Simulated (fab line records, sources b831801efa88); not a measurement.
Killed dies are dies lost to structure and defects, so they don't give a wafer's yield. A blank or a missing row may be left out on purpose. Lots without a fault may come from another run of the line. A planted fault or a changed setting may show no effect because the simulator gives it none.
fab line records | flow gf180mcu
record lots=5 wafers=15 last_day=32
route steps=602 shown STI@14 DNWELL@32 NWELL@42
lots that met no fault: from a run of the same line without faults
start_h: hours from the record's first day to the start of the lot's first wafer shown | wait_h: hours since the lot's step before | " the same as in the row above | L1.1+2: a row that stands for several wafers | - no value, or no start given | * or withheld: withheld | < > ~ a bound
route shown NAME@n: a module of which the file shows steps, and the number in the route of the first | usual: mean/standard deviation of fault-free wafers | same: alike in all rows | chamber/n: place in a boat | sites: the reading at each site | _std_site: their standard deviation | _edge_site: outer sites' mean less inner sites' | radius_mm: how far each site lies from the wafer's centre | mask NAME#n: copy n | behind: the tool/chamber that last shaped the wafer | hold: why the lot was held/for how many hours/how that ended | device: the transistor (n, p or np) that didn't switch | end of line: the same wafers' tests at the end of the route | a step without rows: its recipe alone | killed: dies lost to structure and defects at the first sort, not the wafer's yield | map: a wafer's dies, x killed, . not, _ none there
set.NAME: the setting as run; set.NAME@STEP: as run at that earlier step | model.NAME: the simulator's own value behind a step, which no gauge read
lots at some steps of the route; a table a step, a row a wafer
services: from which hour (start_h, from the record's first day; less than 0 if before it) a tool's chamber was out of use, for how many hours, and why
## steps
# step GF_STI_ETCH_13
# recipe chemistry=CHF3/O2 stop_on=Si over_etch_frac=0.3 target_depth_a=2823.1 source_w=600 bias_w=200 pressure_mtorr=40 chf3_flow_sccm=50 O2_flow_sccm=5 time_s=112.9
# usual drypump_motor_current_A=5.8/0.47 oes_product_au=0.830/0.0069 throttle_valve_pct=8.809/0.0093
# columns lot.wafer tool chamber start_h wait_h drypump_motor_current_A oes_product_au rf_hours_counter_h throttle_valve_pct
L077.1 rie_diel-04 2 40.74 0.1 5.9 0.834 83 8.793
L077.4 " 1 " " 5.9 0.822 138 8.801
L077.6 " 2 " " 5.9 0.826 - 8.816
L080.1 rie_diel-04 2 56.50 0.1 5.9 0.822 83 8.801
L080.3 " 3 " " 6.0 0.825 6 8.807
L080.4 " 0 " " 6.4 0.824 77 8.812
L083.3 rie_diel-01 0 71.12 0.1 6.1 0.825 4 8.827
L083.5 " 3 " " 5.9 0.825 - 8.809
L083.6 " 2 " " 5.0 0.823 - 8.800
L084.2 rie_diel-01 2 77.27 0.1 5.0 0.819 20 8.813
L084.5 " 2 " " 5.0 0.823 - 8.802
L084.6 " 1 " " 6.2 0.833 - 8.799
L089.2 rie_diel-04 1 102.97 0.1 5.9 0.829 140 8.795
L089.4 " 0 " " 6.4 0.833 78 8.808
L089.5 " 0 " " 6.4 0.833 - 8.801
# step GF_STI_ETCH_14
# recipe target=Si chemistry=HBr/Cl2/O2 target_depth_nm=360 icp_w=600 bias_w=150 pressure_mtorr=15 HBr_flow_sccm=150 Cl2_flow_sccm=40 O2_flow_sccm=6 time_s=102.9
# usual drypump_motor_current_A=5.8/0.6 oes_product_au=0.998/0.016 throttle_valve_pct=25.660/0.013
# columns lot.wafer tool chamber start_h wait_h drypump_motor_current_A oes_product_au rf_hours_counter_h throttle_valve_pct
L077.1 rie_si-02 3 40.82 0.0 6.1 1.002 140 25.662
L077.4 " 0 " " 6.5 0.985 10 25.665
L077.6 " 3 " " 6.1 1.011 - 25.666
L080.1 rie_si-01 2 56.58 0.0 5.7 1.004 91 25.668
L080.3 " 1 " " 5.3 0.976 60 25.674
L080.4 " 0 " " 5.4 1.007 109 25.656
L083.3 rie_si-02 2 71.20 0.0 6.8 1.017 136 25.656
L083.5 " 0 " " 6.4 0.993 - 25.670
L083.6 " 1 " " 6.5 0.967 - 25.681
L084.2 rie_si-01 1 77.35 0.0 5.3 0.988 60 25.664
L084.5 " 3 " " 4.9 1.006 - 25.645
L084.6 " 0 " " 5.4 1.010 - 25.643
L089.2 rie_si-02 3 103.05 0.0 6.1 0.997 140 25.651
L089.4 " 0 " " 6.4 1.002 10 25.648
L089.5 " 1 " " 6.4 0.972 - 25.674
# step GF_STI_STRIP_15
# recipe chemistry=O2/N2 power_w=1400 pressure_mtorr=1500 platen_temp_c=250 o2_flow_sccm=3000 n2_flow_sccm=300 overash_fraction=0.5
# usual drypump_motor_current_A=5.6/0.48 heater_power_w=341/63 oes_product_au=0.384/0.0056 strip_time_to_endpoint_s=3.72/0.065
# columns lot.wafer tool chamber start_h wait_h drypump_motor_current_A heater_power_w oes_product_au rf_hours_counter_h strip_time_to_endpoint_s
L077.1 plasma_asher-02 0 40.89 0.0 5.1 309 0.386 16 3.76
L077.4 " 0 " " 5.1 317 0.391 - 3.75
L077.6 " 1 " " 5.2 416 0.394 - 3.78
L080.1 plasma_asher-02 1 56.65 0.0 5.1 414 0.391 17 3.78
L080.3 " 1 " " 5.1 412 0.385 - 3.89
L080.4 " 0 " " 5.2 308 0.388 - 3.68
L083.3 plasma_asher-03 0 71.31 0.1 5.0 271 0.375 - 3.64
L083.5 " 1 " " 6.1 287 0.385 - 3.70
L083.6 " 0 " " 5.0 264 0.380 - 3.70
L084.2 plasma_asher-04 0 77.42 0.0 5.8 431 0.375 43 3.65
L084.5 " 0 " " 5.9 441 0.380 - 3.60
L084.6 " 1 " " 6.1 320 0.383 - 3.75
L089.2 plasma_asher-04 1 103.12 0.0 6.1 321 0.382 46 3.69
L089.4 " 1 " " 6.2 318 0.378 - 3.70
L089.5 " 0 " " 5.9 433 0.381 - 3.76
# step GF_STI_CLEAN_16
# recipe chemistry=dHF time_s=25 dilution=100:1
# columns lot.wafer tool chamber start_h wait_h
L077.1+4+6 wet_bench-03 1 40.99 0.1
L080.1+3+4 wet_bench-03 1 56.75 0.1
L083.3+5+6 wet_bench-02 3 71.37 0.0
L084.2+5+6 wet_bench-01 3 77.52 0.1
L089.2+4+5 wet_bench-02 2 103.22 0.1
# step GF_STI_WET_ETCH_17
# recipe chemistry=H3PO4 target_depth_nm=45 temp_c=160 target=Si3N4 time_s=514
# usual bath_guard_temp_C=159.8/0.58
# columns lot.wafer tool chamber start_h wait_h bath_guard_temp_C
L077.1 wet_bench-03 0 41.01 0.0 159.3
L077.4 " 0 " " 159.4
L077.6 " 0 " " 159.2
L080.1 wet_bench-01 2 56.76 0.0 160.5
L080.3 " 2 " " 160.5
L080.4 " 2 " " 160.7
L083.3 wet_bench-03 3 71.40 0.0 159.8
L083.5 " 3 " " 159.8
L083.6 " 3 " " 159.9
L084.2 wet_bench-01 0 77.54 0.0 160.9
L084.5 " 0 " " 161.2
L084.6 " 0 " " 161.0
L089.2 wet_bench-03 0 103.24 0.0 159.4
L089.4 " 0 " " 159.5
L089.5 " 0 " " 158.9
# step GF_STI_CLEAN_18
# recipe chemistry=SC1/SC2 mix=1:4:20 temp_c=70 time_s=150
# usual bath_guard_temp_C=70.1/0.63
# columns lot.wafer tool chamber start_h wait_h bath_guard_temp_C
L077.1 wet_bench-01 2 41.16 0.0 70.8
L077.4 " 2 " " 70.7
L077.6 " 2 " " 70.3
L080.1 wet_bench-02 1 56.94 0.0 70.7
L080.3 " 1 " " 70.6
L080.4 " 1 " " 70.6
L083.3 wet_bench-01 0 71.55 0.0 71.0
L083.5 " 0 " " 70.9
L083.6 " 0 " " 71.0
L084.2 wet_bench-02 2 77.72 0.0 69.6
L084.5 " 2 " " 69.9
L084.6 " 2 " " 69.7
L089.2 wet_bench-01 1 103.39 0.0 70.7
L089.4 " 1 " " 71.0
L089.5 " 1 " " 70.8
# step GF_STI_CLEAN_19
# recipe chemistry=dHF time_s=20 dilution=100:1
# columns lot.wafer tool chamber start_h wait_h
L077.1+4+6 wet_bench-03 3 41.21 0.0
L080.1+3+4 wet_bench-03 0 56.99 0.0
L083.3+5+6 wet_bench-02 3 71.61 0.0
L084.2+5+6 wet_bench-03 3 77.82 0.0
L089.2+4+5 wet_bench-02 2 103.44 0.0
# step GF_STI_WET_ETCH_20
# recipe chemistry=dHF dilution=100:1 target_depth_nm=20 temp_c=25 dry=ipa_marangoni target=SiO2 time_s=400
# columns lot.wafer tool chamber start_h wait_h
L077.1+4+6 wet_bench-01 2 41.22 0.0
L080.1+3+4 wet_bench-01 0 57.01 0.0
L083.3+5+6 wet_bench-03 3 71.64 0.0
L084.2+5+6 wet_bench-01 2 77.83 0.0
L089.2+4+5 wet_bench-03 2 103.46 0.0
# step GF_STI_OXIDATION_21
# recipe temp_c=1000 ambient=O2 stabilise_s=600 purge_s=300 target_thk_a=150 ox_time_s=458
# usual zone_power_upper_pct=30/4.4
# columns lot.wafer tool chamber start_h wait_h zone_power_upper_pct
L077.1 furnace-02 0 43.01 1.7 33
L077.4 " 0 " " 33
L077.6 " 0 " " 33
L080.1 furnace-02 0 57.24 0.1 33
L080.3 " 0 " " 32
L080.4 " 0 " " 33
L083.3 furnace-01 0 72.01 0.3 23
L083.5 " 0 " " 23
L083.6 " 0 " " 23
L084.2 furnace-02 0 77.97 0.0 33
L084.5 " 0 " " 33
L084.6 " 0 " " 33
L089.2 furnace-02 0 103.58 0.0 33
L089.4 " 0 " " 33
L089.5 " 0 " " 33
# step GF_STI_THK_MEAS_22
# recipe reads=SiO2_of_STI_OXIDATION_21
# usual STI_OXIDATION_01_THK=14.78/0.26
# columns lot.wafer tool chamber start_h wait_h STI_OXIDATION_01_THK[nm]
L077.1 film_metro-03 - 44.14 0.0 14.71
L077.4 " - " " 14.47
L077.6 " - " " 14.87
L080.1 film_metro-01 - 58.37 0.0 14.83
L080.3 " - " " 14.66
L080.4 " - " " 14.86
L083.3 film_metro-01 - 73.16 0.0 15.05
L083.5 " - " " 15.49
L083.6 " - " " 15.14
L084.2 film_metro-01 - 79.10 0.0 14.66
L084.5 " - " " 14.61
L084.6 " - " " 14.71
L089.2 film_metro-03 - 104.71 0.0 14.53
L089.4 " - " " 14.67
L089.5 " - " " 14.51
# step GF_STI_CVD_23
# recipe material=SiO2 target_thk_nm=650 sigma_open_frac=0.3 time_s=108.3 temp_c=600 sih4_flow_sccm=60 pressure_mtorr=6
# columns lot.wafer tool chamber start_h wait_h
L077.1+4+6 hdpcvd-01 1,1,2 44.20 0.1
L080.1+3+4 hdpcvd-02 0,1,0 58.43 0.1
L083.3+5+6 hdpcvd-01 0,0,1 73.20 0.0
L084.2+5+6 hdpcvd-02 0,2,1 79.15 0.0
L089.2+4+5 hdpcvd-02 0,0,1 104.76 0.0
# step GF_STI_THK_MEAS_24
# recipe reads=SiO2_of_STI_CVD_23
# usual STI_CVD_23_THK=655/7.9
# columns lot.wafer tool chamber start_h wait_h STI_CVD_23_THK[nm]
L077.1 film_metro-04 - 44.28 0.0 652
L077.4 " - " " 662
L077.6 " - " " 645
L080.1 film_metro-03 - 58.50 0.0 647
L080.3 " - " " 648
L080.4 " - " " 645
L083.3 film_metro-04 - 73.29 0.1 656
L083.5 " - " " 654
L083.6 " - " " 650
L084.2 film_metro-04 - 79.24 0.0 654
L084.5 " - " " 660
L084.6 " - " " 646
L089.2 film_metro-04 - 104.85 0.0 644
L089.4 " - " " 645
L089.5 " - " " 655
# step GF_STI_CMP_25
# recipe stop_on=Si3N4 t_overpolish_s=33 down_force_psi=4 platen_rpm=60 target_thk_nm=524.6 pad_velocity_m_s=0.94248
# usual motor_current_A=11.9/1 overpolish_run_s=33.000/0.0085 slurry_filter_dp_kPa=13.50/0.12 time_to_endpoint_s=122/7.2
# same t_overpolish_s=33
# columns lot.wafer tool chamber start_h wait_h motor_current_A overpolish_run_s slurry_filter_dp_kPa time_to_endpoint_s
L077.4 cmp-02 3 44.39 0.1 11.4 32.990 13.54 136
L077.1 " 1 " " 12.1 33.016 13.46 124
L077.6 " 3 " " 12.1 33.004 13.21 132
L080.3 cmp-01 1 58.56 0.0 12.6 32.995 13.56 109
L080.1 " 3 " " 10.7 33.007 13.66 114
L080.4 " 0 " " 12.6 33.008 13.68 125
L083.3 cmp-01 0 73.38 0.1 12.4 33.008 13.30 126
L083.5 " 3 " " 9.9 32.990 13.77 113
L083.6 " 0 " " 12.9 32.997 13.43 121
L084.2 cmp-01 2 79.44 0.2 12.5 32.991 13.48 132
L084.5 " 3 " " 10.6 32.997 13.43 121
L084.6 " 0 " " 12.4 32.997 13.51 125
L089.2 cmp-02 2 105.00 0.1 11.6 32.995 13.55 124
L089.4 " 3 " " 11.7 33.017 13.30 135
L089.5 " 1 " " 11.9 32.993 13.36 118
# step GF_STI_WET_ETCH_26
# recipe chemistry=dHF target_depth_nm=94 target=SiO2 temp_c=25 dilution=10:1 time_s=188
# columns lot.wafer tool chamber start_h wait_h
L077.1+4+6 wet_bench-01 2 44.64 0.1
L080.1+3+4 wet_bench-03 0 58.86 0.1
L083.3+5+6 wet_bench-01 0 73.63 0.2
L084.2+5+6 wet_bench-03 0 79.59 0.1
L089.2+4+5 wet_bench-01 3 105.20 0.1
# step GF_STI_WET_ETCH_27
# recipe chemistry=H3PO4 target_depth_nm=160 target=Si3N4 temp_c=160 time_s=1825
# usual bath_guard_temp_C=160.1/0.5
# columns lot.wafer tool chamber start_h wait_h bath_guard_temp_C
L077.1 wet_bench-03 2 44.70 0.0 160.3
L077.4 " 2 " " 160.0
L077.6 " 2 " " 160.3
L080.1 wet_bench-02 3 58.92 0.0 159.0
L080.3 " 3 " " 159.2
L080.4 " 3 " " 159.1
L083.3 wet_bench-03 1 73.70 0.0 160.3
L083.5 " 1 " " 160.2
L083.6 " 1 " " 159.9
L084.2 wet_bench-03 0 79.65 0.0 159.3
L084.5 " 0 " " 159.3
L084.6 " 0 " " 159.5
L089.2 wet_bench-02 2 105.27 0.0 160.1
L089.4 " 2 " " 159.6
L089.5 " 2 " " 159.7
# step GF_STI_WET_ETCH_28
# recipe chemistry=dHF target_depth_nm=20 dry=ipa_marangoni target=SiO2 temp_c=25 dilution=10:1 time_s=40
# columns lot.wafer tool chamber start_h wait_h
L077.1+4+6 wet_bench-01 2 45.21 0.0
L080.1+3+4 wet_bench-03 1 59.44 0.0
L083.3+5+6 wet_bench-02 1 74.22 0.0
L084.2+5+6 wet_bench-01 3 80.17 0.0
L089.2+4+5 wet_bench-01 2 105.78 0.0
# step GF_STI_OXIDATION_29
# recipe temp_c=900 ambient=O2 stabilise_s=600 purge_s=300 target_thk_a=100 ox_time_s=1418
# usual zone_power_upper_pct=23/3.8
# columns lot.wafer tool chamber start_h wait_h zone_power_upper_pct
L077.1 furnace-02 0 47.14 1.9 26
L077.4 " 0 " " 26
L077.6 " 0 " " 26
L080.1 furnace-02 0 59.46 0.0 26
L080.3 " 0 " " 26
L080.4 " 0 " " 26
L083.3 furnace-01 0 74.25 0.0 18
L083.5 " 0 " " 18
L083.6 " 0 " " 18
L084.2 furnace-02 0 81.27 1.1 25
L084.5 " 0 " " 26
L084.6 " 0 " " 26
L089.2 furnace-01 0 107.57 1.8 18
L089.4 " 0 " " 18
L089.5 " 0 " " 18
# step GF_STI_THK_MEAS_30
# recipe reads=SiO2_of_STI_OXIDATION_29
# usual STI_OXIDATION_02_THK=9.89/0.19
# columns lot.wafer tool chamber start_h wait_h STI_OXIDATION_02_THK[nm]
L077.1 film_metro-01 - 48.54 0.0 10.06
L077.4 " - " " 9.93
L077.6 " - " " 10.09
L080.1 film_metro-04 - 60.85 0.0 9.36
L080.3 " - " " 9.48
L080.4 " - " " 9.50
L083.3 film_metro-03 - 75.67 0.0 9.79
L083.5 " - " " 9.72
L083.6 " - " " 9.81
L084.2 film_metro-03 - 82.67 0.0 9.78
L084.5 " - " " 9.82
L084.6 " - " " 9.87
L089.2 film_metro-01 - 108.97 0.0 9.80
L089.4 " - " " 9.92
L089.5 " - " " 9.84
# step GF_DNWELL_DEHYDRATE_00
# recipe temp_c=200 time_s=60
# usual heater_power_total_W=160.38/0.13
# columns lot.wafer tool chamber start_h wait_h heater_power_total_W
L077.1 litho_track-01 0 53.58 5.0 160.28
L077.4 " 0 " " 160.31
L077.6 " 0 " " 160.38
L080.1 litho_track-01 0 66.68 5.8 160.55
L080.3 " 0 " " 160.27
L080.4 " 0 " " 160.29
L083.3 litho_track-02 0 81.65 6.0 160.38
L083.5 " 0 " " 160.27
L083.6 " 0 " " 160.23
L084.2 litho_track-03 0 88.60 5.9 160.25
L084.5 " 0 " " 160.28
L084.6 " 0 " " 160.31
L089.2 litho_track-02 0 115.72 6.7 160.63
L089.4 " 0 " " 160.60
L089.5 " 0 " " 160.24
# step GF_DNWELL_HMDS_01
# recipe prime_time_s=60 prime_temp_c=120
# columns lot.wafer tool chamber start_h wait_h
L077.1+4+6 litho_track-01 0 53.73 0.1
L080.1+3+4 litho_track-01 0 66.83 0.1
L083.3+5+6 litho_track-02 0 81.80 0.1
L084.2+5+6 litho_track-03 0 88.75 0.1
L089.2+4+5 litho_track-02 0 115.87 0.1
# step GF_DNWELL_COAT_02
# recipe spin_rpm=2000 resist_thk_nm=3000
# columns lot.wafer tool chamber start_h wait_h
L077.1+4+6 litho_track-01 0 53.88 0.1
L080.1+3+4 litho_track-01 0 66.98 0.1
L083.3+5+6 litho_track-02 0 81.95 0.1
L084.2+5+6 litho_track-03 0 88.90 0.1
L089.2+4+5 litho_track-02 0 116.02 0.1
# step GF_DNWELL_SOFTBAKE_03
# recipe temp_c=110 time_s=withheld
# usual heater_power_total_W=65.33/0.13
# columns lot.wafer tool chamber start_h wait_h heater_power_total_W
L077.1 litho_track-01 0 54.03 0.1 65.40
L077.4 " 0 " " 65.57
L077.6 " 0 " " 65.47
L080.1 litho_track-01 0 67.13 0.1 65.28
L080.3 " 0 " " 65.13
L080.4 " 0 " " 65.14
L083.3 litho_track-02 0 82.12 0.1 65.35
L083.5 " 0 " " 65.51
L083.6 " 0 " " 65.42
L084.2 litho_track-03 0 89.06 0.1 65.19
L084.5 " 0 " " 65.39
L084.6 " 0 " " 65.25
L089.2 litho_track-02 0 116.18 0.1 65.28
L089.4 " 0 " " 65.08
L089.5 " 0 " " 65.31
# step GF_DNWELL_EXPOSE_04
# recipe mask_id=DNWELL target_cd_nm=1700 na=0.6 source_shape=conventional sigma_outer=0.6 dose_mj=260
# columns lot.wafer tool chamber start_h wait_h mask
L077.1+4+6 iline_stepper-01 0 - - DNWELL#0
L080.1+3+4 iline_stepper-01 0 - - DNWELL#0
L083.3+5+6 iline_stepper-01 0 - - DNWELL#0
L084.2+5+6 iline_stepper-02 0 - - DNWELL#0
L089.2+4+5 iline_stepper-01 0 - - DNWELL#0
# step GF_DNWELL_PEB_05
# recipe temp_c=115 time_s=withheld
# usual heater_power_total_W=69.34/0.13
# columns lot.wafer tool chamber start_h wait_h heater_power_total_W
L077.1 litho_track-01 0 - - 69.28
L077.4 " 0 " " 69.18
L077.6 " 0 " " 69.46
L080.1 litho_track-01 0 - - 69.30
L080.3 " 0 " " 69.50
L080.4 " 0 " " 69.47
L083.3 litho_track-01 0 - - 69.41
L083.5 " 0 " " 69.27
L083.6 " 0 " " 69.19
L084.2 litho_track-03 0 - - 69.43
L084.5 " 0 " " 69.46
L084.6 " 0 " " 69.23
L089.2 litho_track-03 0 - - 69.53
L089.4 " 0 " " 69.39
L089.5 " 0 " " 69.25
# step GF_DNWELL_DEVELOP_06
# recipe wall_angle_deg=90 develop_time_s=60 dev_temp_c=23
# columns lot.wafer tool chamber start_h wait_h
L077.1+4+6 litho_track-01 0 - -
L080.1+3+4 litho_track-01 0 - -
L083.3+5+6 litho_track-01 0 - -
L084.2+5+6 litho_track-03 0 - -
L089.2+4+5 litho_track-03 0 - -
# step GF_DNWELL_IMPLANT_07
# recipe species=P energy_kev=1500 dose_cm2=1e+13 tilt_deg=0
# usual beam_energy_keV=1500.1/0.51 faraday_current_uA=56.3/1.1
# same implant_ion_amu=31
# columns lot.wafer tool chamber start_h wait_h beam_energy_keV faraday_current_uA
L077.1 implanter-01 0 60.03 - 1500.0 55.8
L077.4 " 0 " " 1499.8 57.1
L077.6 " 0 " " 1499.3 55.2
L080.1 implanter-01 0 73.78 - 1499.6 55.5
L080.3 " 0 " " 1499.5 55.4
L080.4 " 0 " " 1499.7 55.3
L083.3 implanter-02 0 88.83 - 1499.5 55.5
L083.5 " 0 " " 1499.4 57.7
L083.6 " 0 " " 1499.3 57.6
L084.2 implanter-02 0 96.00 - 1500.1 57.8
L084.5 " 0 " " 1500.3 56.9
L084.6 " 0 " " 1500.5 56.2
L089.2 implanter-02 0 123.90 - 1500.4 55.2
L089.4 " 0 " " 1499.4 57.1
L089.5 " 0 " " 1500.5 54.7
# step GF_DNWELL_STRIP_08
# recipe chemistry=O2/N2 power_w=1400 pressure_mtorr=1500 platen_temp_c=250 o2_flow_sccm=3000 n2_flow_sccm=300 overash_fraction=0.5
# usual drypump_motor_current_A=5.8/0.42 heater_power_w=340/64 oes_product_au=0.722/0.0046 strip_time_to_endpoint_s=36.99/0.1
# columns lot.wafer tool chamber start_h wait_h drypump_motor_current_A heater_power_w oes_product_au rf_hours_counter_h strip_time_to_endpoint_s
L077.1 plasma_asher-03 0 60.18 0.1 5.0 279 0.712 44 36.89
L077.4 " 1 " " 6.1 288 0.723 - 36.97
L077.6 " 1 " " 6.1 286 0.724 - 36.98
L080.1 plasma_asher-03 1 73.93 0.1 6.1 292 0.720 46 36.92
L080.3 " 0 " " 5.0 271 0.724 - 36.95
L080.4 " 1 " " 6.2 282 0.725 - 36.97
L083.3 plasma_asher-04 0 88.97 0.1 5.8 434 0.716 - 37.21
L083.5 " 0 " " 5.8 431 0.711 - 37.05
L083.6 " 1 " " 6.2 326 0.724 - 37.16
L084.2 plasma_asher-04 0 96.13 0.1 5.9 430 0.729 45 37.12
L084.5 " 1 " " 6.1 327 0.725 - 37.13
L084.6 " 0 " " 5.9 440 0.724 - 37.06
L089.2 plasma_asher-04 1 124.03 0.1 6.1 322 0.725 48 36.80
L089.4 " 0 " " 5.8 433 0.727 - 36.92
L089.5 " 1 " " 6.1 316 0.722 - 36.83
# step GF_DNWELL_TW_MEAS_09
# usual DNWELL_TW=1362/11
# columns lot.wafer tool chamber start_h wait_h DNWELL_TW
L077.1 film_metro-02 - 60.28 0.1 1356
L077.4 " - " " 1366
L077.6 " - " " 1363
L080.1 film_metro-02 - 74.03 0.1 1370
L080.3 " - " " 1374
L080.4 " - " " 1373
L083.3 film_metro-03 - 89.05 0.1 1342
L083.5 " - " " 1351
L083.6 " - " " 1344
L084.2 film_metro-04 - 96.24 0.1 1356
L084.5 " - " " 1358
L084.6 " - " " 1353
L089.2 film_metro-03 - 124.14 0.1 1338
L089.4 " - " " 1341
L089.5 " - " " 1345
# step GF_NWELL_DEHYDRATE_00
# recipe temp_c=200 time_s=60
# usual heater_power_total_W=160.38/0.12
# columns lot.wafer tool chamber start_h wait_h heater_power_total_W
L077.1 litho_track-04 0 65.72 5.4 160.33
L077.4 " 0 " " 160.56
L077.6 " 0 " " 160.54
L080.1 litho_track-03 0 80.13 6.1 160.16
L080.3 " 0 " " 160.26
L080.4 " 0 " " 160.35
L083.3 litho_track-01 0 95.48 6.4 160.19
L083.5 " 0 " " 160.43
L083.6 " 0 " " 160.21
L084.2 litho_track-03 0 102.25 6.0 160.44
L084.5 " 0 " " 160.30
L084.6 " 0 " " 160.49
L089.2 litho_track-04 0 130.29 6.1 160.30
L089.4 " 0 " " 160.31
L089.5 " 0 " " 160.57
# step GF_NWELL_HMDS_01
# recipe prime_time_s=60 prime_temp_c=120
# columns lot.wafer tool chamber start_h wait_h
L077.1+4+6 litho_track-04 0 65.87 0.1
L080.1+3+4 litho_track-03 0 80.28 0.1
L083.3+5+6 litho_track-01 0 95.63 0.1
L084.2+5+6 litho_track-03 0 102.40 0.1
L089.2+4+5 litho_track-04 0 130.44 0.1
# step GF_NWELL_COAT_02
# recipe spin_rpm=2000 resist_thk_nm=3000
# columns lot.wafer tool chamber start_h wait_h
L077.1+4+6 litho_track-04 0 66.02 0.1
L080.1+3+4 litho_track-03 0 80.43 0.1
L083.3+5+6 litho_track-01 0 95.78 0.1
L084.2+5+6 litho_track-03 0 102.55 0.1
L089.2+4+5 litho_track-04 0 130.59 0.1
# step GF_NWELL_SOFTBAKE_03
# recipe temp_c=110 time_s=withheld
# usual heater_power_total_W=65.31/0.14
# columns lot.wafer tool chamber start_h wait_h heater_power_total_W
L077.1 litho_track-04 0 66.17 0.1 65.16
L077.4 " 0 " " 65.49
L077.6 " 0 " " 65.14
L080.1 litho_track-03 0 80.58 0.1 65.30
L080.3 " 0 " " 65.44
L080.4 " 0 " " 65.49
L083.3 litho_track-01 0 95.95 0.1 65.05
L083.5 " 0 " " 65.14
L083.6 " 0 " " 65.35
L084.2 litho_track-03 0 102.71 0.1 65.50
L084.5 " 0 " " 65.17
L084.6 " 0 " " 65.36
L089.2 litho_track-04 0 130.75 0.1 65.22
L089.4 " 0 " " 65.39
L089.5 " 0 " " 65.20
# step GF_NWELL_EXPOSE_04
# recipe mask_id=Nwell target_cd_nm=860 na=0.6 source_shape=conventional sigma_outer=0.6 dose_mj=260
# columns lot.wafer tool chamber start_h wait_h mask
L077.1+4+6 iline_stepper-01 0 - - Nwell#0
L080.1+3+4 iline_stepper-01 0 - - Nwell#0
L083.3+5+6 iline_stepper-02 0 - - Nwell#0
L084.2+5+6 iline_stepper-01 0 - - Nwell#0
L089.2+4+5 iline_stepper-02 0 - - Nwell#0
# step GF_NWELL_PEB_05
# recipe temp_c=115 time_s=withheld
# usual heater_power_total_W=69.34/0.13
# columns lot.wafer tool chamber start_h wait_h heater_power_total_W
L077.1 litho_track-04 0 - - 69.18
L077.4 " 0 " " 69.38
L077.6 " 0 " " 69.46
L080.1 litho_track-01 0 - - 69.39
L080.3 " 0 " " 69.36
L080.4 " 0 " " 69.29
L083.3 litho_track-04 0 - - 69.49
L083.5 " 0 " " 69.11
L083.6 " 0 " " 69.33
L084.2 litho_track-04 0 - - 69.47
L084.5 " 0 " " 69.55
L084.6 " 0 " " 69.21
L089.2 litho_track-03 0 - - 69.50
L089.4 " 0 " " 69.49
L089.5 " 0 " " 69.26
# step GF_NWELL_DEVELOP_06
# recipe wall_angle_deg=90 develop_time_s=60 dev_temp_c=23
# columns lot.wafer tool chamber start_h wait_h
L077.1+4+6 litho_track-04 0 - -
L080.1+3+4 litho_track-01 0 - -
L083.3+5+6 litho_track-04 0 - -
L084.2+5+6 litho_track-04 0 - -
L089.2+4+5 litho_track-03 0 - -
# step GF_NWELL_OVL_MEAS_07
# usual NWELL_OVL=-0.2/1.5
# columns lot.wafer tool chamber start_h wait_h NWELL_OVL[nm]
L077.1 overlay-01 - 73.02 - 0.0
L077.4 " - " " 0.2
L077.6 " - " " 1.1
L080.1 overlay-01 - 87.38 - 1.0
L080.3 " - " " 1.8
L080.4 " - " " 2.3
L083.3 overlay-01 - 102.78 - 1.2
L083.5 " - " " 0.2
L083.6 " - " " -0.2
L084.2 overlay-01 - 109.92 - -1.6
L084.5 " - " " -2.6
L084.6 " - " " 1.5
L089.2 overlay-02 - 137.73 - -0.6
L089.4 " - " " 1.8
L089.5 " - " " -0.2
# step GF_NWELL_IMPLANT_08
# recipe species=P energy_kev=450 dose_cm2=1.5e+13 tilt_deg=0
# usual beam_energy_keV=450.00/0.13 faraday_current_uA=84.9/1.6
# same implant_ion_amu=31
# columns lot.wafer tool chamber start_h wait_h beam_energy_keV faraday_current_uA
L077.1 implanter-03 0 73.05 0.0 450.02 83.2
L077.4 " 0 " " 450.01 84.4
L077.6 " 0 " " 449.83 83.8
L080.1 implanter-04 0 87.42 0.0 449.92 84.4
L080.3 " 0 " " 450.05 84.2
L080.4 " 0 " " 450.03 84.8
L083.3 implanter-01 0 102.85 0.1 449.90 85.2
L083.5 " 0 " " 450.26 85.9
L083.6 " 0 " " 450.21 85.2
L084.2 implanter-03 0 109.98 0.0 450.01 87.7
L084.5 " 0 " " 450.03 84.5
L084.6 " 0 " " 450.08 84.6
L089.2 implanter-01 0 137.79 0.0 450.32 84.9
L089.4 " 0 " " 450.01 83.7
L089.5 " 0 " " 450.36 85.0
# step GF_NWELL_IMPLANT_09
# recipe species=P energy_kev=160 dose_cm2=4e+12 tilt_deg=0
# usual beam_energy_keV=160.00/0.055 faraday_current_uA=22.6/0.42
# same implant_ion_amu=31
# columns lot.wafer tool chamber start_h wait_h beam_energy_keV faraday_current_uA
L077.1 implanter-03 0 73.20 0.1 160.02 22.6
L077.4 " 0 " " 160.08 22.9
L077.6 " 0 " " 160.07 22.9
L080.1 implanter-04 0 87.57 0.1 160.05 23.1
L080.3 " 0 " " 159.96 22.9
L080.4 " 0 " " 160.03 23.3
L083.3 implanter-01 0 103.00 0.1 160.03 22.5
L083.5 " 0 " " 159.93 23.1
L083.6 " 0 " " 160.03 22.8
L084.2 implanter-03 0 110.13 0.1 160.10 22.2
L084.5 " 0 " " 160.07 22.8
L084.6 " 0 " " 160.07 22.6
L089.2 implanter-01 0 137.94 0.1 159.96 22.6
L089.4 " 0 " " 159.96 22.1
L089.5 " 0 " " 159.93 22.5
## services
# columns tool chamber start_h hours kind
hdpcvd-01 - 16.95 6.2 repair
implanter-03 - 17.26 4.1 pm
implanter-02 - 19.27 1.8 repair
implanter-04 - 26.52 0.7 repair
furnace-01 - 28.10 7.7 pm
rie_diel-04 0 32.04 1.7 repair
iline_stepper-01 - 39.37 1.7 pm
rie_si-01 - 39.69 2.8 pm
furnace-01 - 42.01 3.8 pm
implanter-02 - 48.45 1.1 repair
iline_stepper-01 - 52.13 2.1 pm
hdpcvd-01 2 56.85 12.9 repair
plasma_asher-04 - 61.29 0.4 repair
plasma_asher-03 - 62.59 2.0 repair
cmp-01 - 64.00 4.0 pm
rie_diel-04 0 65.40 2.9 repair
rie_diel-04 3 65.60 4.0 repair
wet_bench-02 - 79.59 1.8 repair
iline_stepper-02 - 83.77 1.7 pm
furnace-01 - 90.62 3.7 pm
implanter-03 - 94.00 3.2 repair
hdpcvd-02 1 94.00 5.7 repair
cmp-01 - 103.20 3.4 pm
implanter-01 - 126.14 1.1 repair
## key
fault none
